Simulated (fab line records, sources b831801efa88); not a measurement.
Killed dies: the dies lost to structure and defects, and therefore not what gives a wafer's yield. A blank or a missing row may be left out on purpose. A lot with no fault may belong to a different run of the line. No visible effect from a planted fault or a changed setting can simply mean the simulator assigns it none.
fab line records	flow gf180mcu
record: lots: 15	wafers: 45	lastDay: 34
route steps=602 shown STI@31 LVPWELL@61 MVPSD@80 VT_IMPLANT@100
lots with no fault: from the same line, run without faults
startH: hours from the record's opening day to when the first of the lot's shown wafers began	waitH: time in hours since the lot's previous step	" identical to the entry in the row above	L1.1+2: a row that stands for several wafers	- no value, or no start given	* or withheld: withheld	< > ~ a bound
route shown NAME@n: a module of which the file shows steps, and the number in the route of the first	usual: mean/standard deviation taken from wafers without a fault	same: alike in all rows	chamber/n: place in a boat	sites: readings site by site	_std_site: standard deviation of those values	_edge_site: the outer-site mean with the inner-site mean subtracted	radiusMm: how far each site lies from the wafer's centre	mask NAME#n: copy n	behind: the last tool/chamber to shape the wafer	hold: why the lot went on hold/how many hours it stayed there/how the hold came to an end	device: the transistor (n, p or np) that didn't switch	end of line: the same wafers' tests at the end of the route	where a step has no rows: the recipe by itself	killed: at the first sort, the dies lost to defects and structure; wafer yield is something else	map: a wafer's dies, x killed, . not, _ none there
set.NAME: the setting the step ran with; set.NAME@STEP: the setting that earlier step ran with	model.NAME: the simulator's own value behind a step, which no gauge read
the route's steps for a sample of lots (tables are steps, rows are wafers)
== steps ==
step: GF_STI_THK_MEAS_30
recipe: reads: SiO2_of_STI_OXIDATION_29
usual: STI_OXIDATION_02_THK: 10.05/0.16
lot.wafer	tool	chamber	startH	waitH	STI_OXIDATION_02_THK[nm]
L672.2	filmMetro-02	-	31.32	0.0	10.04
L672.4	"	-	"	"	10.28
L672.6	"	-	"	"	10.35
L675.2	filmMetro-02	-	46.58	0.0	10.30
L675.4	"	-	"	"	10.31
L675.6	"	-	"	"	10.04
L676.1	filmMetro-01	-	50.13	0.0	10.24
L676.2	"	-	"	"	10.30
L676.6	"	-	"	"	10.14
L677.4	filmMetro-02	-	56.49	0.0	10.07
L677.5	"	-	"	"	10.11
L677.6	"	-	"	"	9.78
L678.3	filmMetro-04	-	63.02	0.0	10.03
L678.4	"	-	"	"	10.06
L678.5	"	-	"	"	9.91
L679.1	filmMetro-04	-	66.96	0.0	10.01
L679.2	"	-	"	"	9.97
L679.3	"	-	"	"	9.98
L682.1	filmMetro-02	-	81.05	0.0	9.84
L682.2	"	-	"	"	9.89
L682.5	"	-	"	"	9.94
L683.2	filmMetro-02	-	90.14	0.0	10.40
L683.3	"	-	"	"	10.27
L683.6	"	-	"	"	10.34
L684.1	filmMetro-01	-	93.76	0.0	10.14
L684.3	"	-	"	"	10.02
L684.6	"	-	"	"	10.10
L686.1	filmMetro-04	-	102.76	0.0	9.90
L686.2	"	-	"	"	10.03
L686.6	"	-	"	"	10.03
L688.1	filmMetro-02	-	113.32	0.0	10.17
L688.3	"	-	"	"	9.98
L688.6	"	-	"	"	10.04
L690.3	filmMetro-01	-	123.64	0.0	9.97
L690.4	"	-	"	"	9.86
L690.6	"	-	"	"	9.87
L691.1	filmMetro-04	-	130.55	0.0	10.10
L691.3	"	-	"	"	9.87
L691.5	"	-	"	"	10.21
L693.3	filmMetro-04	-	138.99	0.0	10.03
L693.5	"	-	"	"	10.12
L693.6	"	-	"	"	9.91
L694.2	filmMetro-04	-	143.87	0.0	9.83
L694.4	"	-	"	"	10.09
L694.6	"	-	"	"	10.07
step: GF_LVPWELL_OVL_MEAS_07
usual: LVPWELL_OVL: -0.5/1.2
lot.wafer	tool	chamber	startH	waitH	LVPWELL_OVL[nm]
L672.2	overlay-01	-	68.86	-	-1.1
L672.4	"	-	"	"	1.0
L672.6	"	-	"	"	1.6
L675.2	overlay-01	-	85.38	-	0.0
L675.4	"	-	"	"	1.1
L675.6	"	-	"	"	0.7
L676.1	overlay-01	-	91.22	-	-1.4
L676.2	"	-	"	"	-1.1
L676.6	"	-	"	"	-0.1
L677.4	overlay-01	-	97.58	-	-0.5
L677.5	"	-	"	"	-0.4
L677.6	"	-	"	"	-1.1
L678.3	overlay-02	-	104.37	-	-1.8
L678.4	"	-	"	"	-0.8
L678.5	"	-	"	"	-0.6
L679.1	overlay-01	-	108.00	-	-0.9
L679.2	"	-	"	"	-1.1
L679.3	"	-	"	"	1.4
L682.1	overlay-02	-	124.95	-	0.5
L682.2	"	-	"	"	-0.2
L682.5	"	-	"	"	1.8
L683.2	overlay-02	-	133.72	-	1.4
L683.3	"	-	"	"	2.0
L683.6	"	-	"	"	1.2
L684.1	overlay-02	-	138.92	-	-0.3
L684.3	"	-	"	"	-1.5
L684.6	"	-	"	"	-0.5
L686.1	overlay-02	-	148.21	-	-0.7
L686.2	"	-	"	"	2.5
L686.6	"	-	"	"	-1.3
L688.1	overlay-02	-	159.97	-	-3.0
L688.3	"	-	"	"	-1.1
L688.6	"	-	"	"	-1.7
L690.3	overlay-01	-	172.13	-	-2.5
L690.4	"	-	"	"	-1.4
L690.6	"	-	"	"	-2.1
L691.1	overlay-02	-	179.22	-	1.7
L691.3	"	-	"	"	1.6
L691.5	"	-	"	"	1.0
L693.3	overlay-01	-	185.87	-	-1.0
L693.5	"	-	"	"	-1.1
L693.6	"	-	"	"	-2.0
L694.2	overlay-02	-	190.36	-	-1.4
L694.4	"	-	"	"	-1.0
L694.6	"	-	"	"	0.0
step: GF_MVPSD_COAT_02
recipe: spinRpm: 2000	resistThkNm: 3000
usual: chillPlateTempC: 23.02/0.11	dispensePressureKPa: 48.4/1.1
lot.wafer	tool	chamber	startH	waitH	chillPlateTempC	dispensePressureKPa
L672.2	lithoTrack-01	0	88.95	0.1	22.91	47.0
L672.4	"	0	"	"	22.92	47.0
L672.6	"	0	"	"	23.11	47.0
L675.2	lithoTrack-04	0	106.56	0.1	23.10	49.9
L675.4	"	0	"	"	23.07	49.9
L675.6	"	0	"	"	23.06	49.9
L676.1	lithoTrack-04	0	113.28	0.1	23.18	49.9
L676.2	"	0	"	"	23.24	49.9
L676.6	"	0	"	"	23.22	49.9
L677.4	lithoTrack-02	0	120.48	0.1	23.02	48.3
L677.5	"	0	"	"	23.11	48.3
L677.6	"	0	"	"	23.16	48.3
L678.3	lithoTrack-01	0	127.62	0.1	22.97	47.0
L678.4	"	0	"	"	22.82	47.0
L678.5	"	0	"	"	22.91	47.0
L679.1	lithoTrack-02	0	130.30	0.1	23.02	48.3
L679.2	"	0	"	"	22.99	48.3
L679.3	"	0	"	"	22.99	48.3
L682.1	lithoTrack-04	-	148.38	0.1	-	-
L682.2	"	-	"	"	-	-
L682.5	"	-	"	"	-	-
L683.2	lithoTrack-01	-	158.35	0.1	-	-
L683.3	"	-	"	"	-	-
L683.6	"	-	"	"	-	-
L684.1	lithoTrack-02	-	163.05	0.1	-	-
L684.3	"	-	"	"	-	-
L684.6	"	-	"	"	-	-
L686.1	lithoTrack-01	0	172.42	0.1	22.94	47.0
L686.2	"	0	"	"	23.09	47.0
L686.6	"	0	"	"	22.97	47.0
L688.1	lithoTrack-01	0	184.07	0.1	22.91	47.0
L688.3	"	0	"	"	23.01	47.0
L688.6	"	0	"	"	22.95	47.0
L690.3	lithoTrack-02	0	196.75	0.1	23.15	48.3
L690.4	"	0	"	"	23.01	48.3
L690.6	"	0	"	"	23.12	48.3
L691.1	lithoTrack-01	0	204.32	0.1	23.10	47.0
L691.3	"	0	"	"	23.17	47.0
L691.5	"	0	"	"	23.09	47.0
L693.3	lithoTrack-02	0	210.85	0.1	22.95	48.3
L693.5	"	0	"	"	23.02	48.3
L693.6	"	0	"	"	22.97	48.3
L694.2	lithoTrack-02	0	216.33	0.1	22.97	48.3
L694.4	"	0	"	"	22.95	48.3
L694.6	"	0	"	"	23.00	48.3
step: GF_MVPSD_OVL_MEAS_07
usual: MVPSD_OVL: 0.1/1.7
lot.wafer	tool	chamber	startH	waitH	MVPSD_OVL[nm]
L672.2	overlay-01	-	96.31	-	-3.1
L672.4	"	-	"	"	-1.7
L672.6	"	-	"	"	-0.9
L675.2	overlay-01	-	114.01	-	1.3
L675.4	"	-	"	"	3.2
L675.6	"	-	"	"	2.3
L676.1	overlay-02	-	121.67	-	-0.1
L676.2	"	-	"	"	-0.2
L676.6	"	-	"	"	-0.5
L677.4	overlay-01	-	128.29	-	0.3
L677.5	"	-	"	"	1.7
L677.6	"	-	"	"	1.2
L678.3	overlay-02	-	135.48	-	-0.4
L678.4	"	-	"	"	0.9
L678.5	"	-	"	"	0.2
L679.1	overlay-02	-	138.75	-	5.2
L679.2	"	-	"	"	3.0
L679.3	"	-	"	"	3.3
L682.1	overlay-02	-	157.03	-	-
L682.2	"	-	"	"	-
L682.5	"	-	"	"	-
L683.2	overlay-01	-	166.04	-	-
L683.3	"	-	"	"	-
L683.6	"	-	"	"	-
L684.1	overlay-01	-	171.77	-	-
L684.3	"	-	"	"	-
L684.6	"	-	"	"	-
L686.1	overlay-02	-	181.13	-	-0.4
L686.2	"	-	"	"	-1.5
L686.6	"	-	"	"	1.3
L688.1	overlay-02	-	192.57	-	0.6
L688.3	"	-	"	"	0.6
L688.6	"	-	"	"	-0.3
L690.3	overlay-01	-	205.33	-	1.1
L690.4	"	-	"	"	-1.4
L690.6	"	-	"	"	0.6
L691.1	overlay-01	-	212.75	-	0.6
L691.3	"	-	"	"	0.4
L691.5	"	-	"	"	0.1
L693.3	overlay-02	-	219.78	-	0.8
L693.5	"	-	"	"	-1.5
L693.6	"	-	"	"	0.9
L694.2	overlay-01	-	225.38	-	-0.1
L694.4	"	-	"	"	1.6
L694.6	"	-	"	"	0.8
step: GF_VT_IMPLANT_TW_MEAS_10
usual: VT_IMPLANT_TW: 562/3.3
lot.wafer	tool	chamber	startH	waitH	VT_IMPLANT_TW
L672.2	filmMetro-01	-	111.53	0.1	556
L672.4	"	-	"	"	558
L672.6	"	-	"	"	558
L675.2	filmMetro-01	-	129.91	0.1	560
L675.4	"	-	"	"	561
L675.6	"	-	"	"	561
L676.1	filmMetro-01	-	137.93	0.1	559
L676.2	"	-	"	"	559
L676.6	"	-	"	"	559
L677.4	filmMetro-01	-	144.94	0.1	558
L677.5	"	-	"	"	560
L677.6	"	-	"	"	561
L678.3	filmMetro-02	-	151.67	0.1	562
L678.4	"	-	"	"	563
L678.5	"	-	"	"	563
L679.1	filmMetro-01	-	155.00	0.1	559
L679.2	"	-	"	"	558
L679.3	"	-	"	"	560
L682.1	filmMetro-02	-	173.30	0.1	696
L682.2	"	-	"	"	693
L682.5	"	-	"	"	693
L683.2	filmMetro-03	-	182.26	0.1	693
L683.3	"	-	"	"	696
L683.6	"	-	"	"	695
L684.1	filmMetro-02	-	187.65	0.1	694
L684.3	"	-	"	"	697
L684.6	"	-	"	"	697
L686.1	filmMetro-02	-	197.36	0.1	564
L686.2	"	-	"	"	563
L686.6	"	-	"	"	564
L688.1	filmMetro-03	-	210.06	0.1	565
L688.3	"	-	"	"	566
L688.6	"	-	"	"	562
L690.3	filmMetro-03	-	223.72	0.1	567
L690.4	"	-	"	"	564
L690.6	"	-	"	"	566
L691.1	filmMetro-01	-	229.66	0.1	558
L691.3	"	-	"	"	557
L691.5	"	-	"	"	556
L693.3	filmMetro-02	-	238.38	0.1	559
L693.5	"	-	"	"	558
L693.6	"	-	"	"	563
L694.2	filmMetro-01	-	243.77	0.1	565
L694.4	"	-	"	"	563
L694.6	"	-	"	"	562
step: GF_VT_IMPLANT_TW_MEAS_21
usual: VT_IMPLANT_2_TW: 1212/7.3
lot.wafer	tool	chamber	startH	waitH	VT_IMPLANT_2_TW
L672.2	filmMetro-01	-	126.73	0.1	1201
L672.4	"	-	"	"	1202
L672.6	"	-	"	"	1196
L675.2	filmMetro-03	-	146.01	0.1	1221
L675.4	"	-	"	"	1218
L675.6	"	-	"	"	1221
L676.1	filmMetro-03	-	153.75	0.1	1223
L676.2	"	-	"	"	1220
L676.6	"	-	"	"	1220
L677.4	filmMetro-03	-	160.84	0.1	1216
L677.5	"	-	"	"	1213
L677.6	"	-	"	"	1215
L678.3	filmMetro-02	-	166.17	0.1	1212
L678.4	"	-	"	"	1225
L678.5	"	-	"	"	1216
L679.1	filmMetro-01	-	171.15	0.1	1203
L679.2	"	-	"	"	1203
L679.3	"	-	"	"	1203
L682.1	filmMetro-01	-	188.01	0.1	1230
L682.2	"	-	"	"	1236
L682.5	"	-	"	"	1243
L683.2	filmMetro-02	-	198.61	0.1	1249
L683.3	"	-	"	"	1253
L683.6	"	-	"	"	1250
L684.1	filmMetro-03	-	205.05	0.1	1247
L684.3	"	-	"	"	1246
L684.6	"	-	"	"	1249
L686.1	filmMetro-03	-	214.71	0.1	1216
L686.2	"	-	"	"	1222
L686.6	"	-	"	"	1211
L688.1	filmMetro-01	-	228.05	0.1	1202
L688.3	"	-	"	"	1198
L688.6	"	-	"	"	1210
L690.3	filmMetro-03	-	241.88	0.1	1214
L690.4	"	-	"	"	1210
L690.6	"	-	"	"	1218
L691.1	filmMetro-03	-	248.61	0.1	1221
L691.3	"	-	"	"	1213
L691.5	"	-	"	"	1213
L693.3	filmMetro-03	-	256.48	0.1	1220
L693.5	"	-	"	"	1211
L693.6	"	-	"	"	1215
L694.2	filmMetro-03	-	263.22	0.1	1213
L694.4	"	-	"	"	1212
L694.6	"	-	"	"	1222
step: GF_VT_IMPLANT_OVL_MEAS_29
usual: VT_IMPLANT_02_OVL: -0.3/1.1
lot.wafer	tool	chamber	startH	waitH	VT_IMPLANT_02_OVL[nm]
L672.2	overlay-01	-	142.27	0.1	0.4
L672.4	"	-	"	"	-0.3
L672.6	"	-	"	"	-0.1
L675.2	overlay-02	-	161.42	0.1	0.4
L675.4	"	-	"	"	1.0
L675.6	"	-	"	"	0.0
L676.1	overlay-02	-	169.27	0.1	0.2
L676.2	"	-	"	"	1.0
L676.6	"	-	"	"	0.7
L677.4	overlay-01	-	176.38	0.1	-0.2
L677.5	"	-	"	"	-1.8
L677.6	"	-	"	"	-2.2
L678.3	overlay-02	-	181.79	0.1	0.4
L678.4	"	-	"	"	-0.2
L678.5	"	-	"	"	-1.2
L679.1	overlay-01	-	186.82	0.1	0.3
L679.2	"	-	"	"	-0.9
L679.3	"	-	"	"	-0.5
L682.1	overlay-01	-	205.06	0.1	-0.7
L682.2	"	-	"	"	-2.4
L682.5	"	-	"	"	-1.6
L683.2	overlay-02	-	215.02	0.1	-1.0
L683.3	"	-	"	"	-1.3
L683.6	"	-	"	"	-0.2
L684.1	overlay-02	-	221.83	0.1	0.3
L684.3	"	-	"	"	0.9
L684.6	"	-	"	"	0.4
L686.1	overlay-01	-	232.37	0.1	0.2
L686.2	"	-	"	"	-0.9
L686.6	"	-	"	"	-0.7
L688.1	overlay-02	-	246.83	0.1	-0.7
L688.3	"	-	"	"	-0.8
L688.6	"	-	"	"	-0.4
L690.3	overlay-01	-	260.73	0.1	-1.0
L690.4	"	-	"	"	-1.1
L690.6	"	-	"	"	-0.3
L691.1	overlay-01	-	266.96	0.1	1.0
L691.3	"	-	"	"	0.5
L691.5	"	-	"	"	0.7
L693.3	overlay-01	-	275.17	0.1	-1.3
L693.5	"	-	"	"	-0.2
L693.6	"	-	"	"	0.1
L694.2	overlay-01	-	282.38	0.1	-1.8
L694.4	"	-	"	"	-1.7
L694.6	"	-	"	"	-1.7
== key ==
firstSign: step: GF_MVPSD_COAT_02	reading: toolRecord	direction: missing
effect: step: GF_MVPSD_OVL_MEAS_07	reading: MVPSD_OVL	direction: missing
effect: step: GF_VT_IMPLANT_TW_MEAS_10	reading: VT_IMPLANT_TW	direction: up	sigmas: 40	usual: 562	struck: 695
effect: step: GF_VT_IMPLANT_TW_MEAS_21	reading: VT_IMPLANT_2_TW	direction: up	sigmas: 4.5	usual: 1212	struck: 1245
metAt GF_MVPSD_COAT_02
struckLots L682,L683,L684
sortLeftOut L682.1,L682.2,L682.5,L683.2,L683.3,L683.6,L684.1,L684.3,L684.6
testerLeftOut L682,L683,L684
notActingAt GF_STI_THK_MEAS_30,GF_LVPWELL_OVL_MEAS_07,GF_VT_IMPLANT_OVL_MEAS_29
onsetBetween 130.30 148.38
fault: kind: skippedStepWhole	tool: lithoTrack-01,lithoTrack-02,lithoTrack-04	chamber: -	onsetH: 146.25	steps: GF_MVPSD_COAT_02	scope: struckLotsOnly
testerLeftOut: of these lots the tester's yield and bins aren't shown, on N5 and GAA mostly nor the transistor test; their killed dies are dies lost to structure and defects alone, not to doping, threshold or leakage, so they don't give the yield
sortLeftOut: the simulated sort isn't trusted on such a fault, so these wafers' sort isn't shown, and their yield isn't known
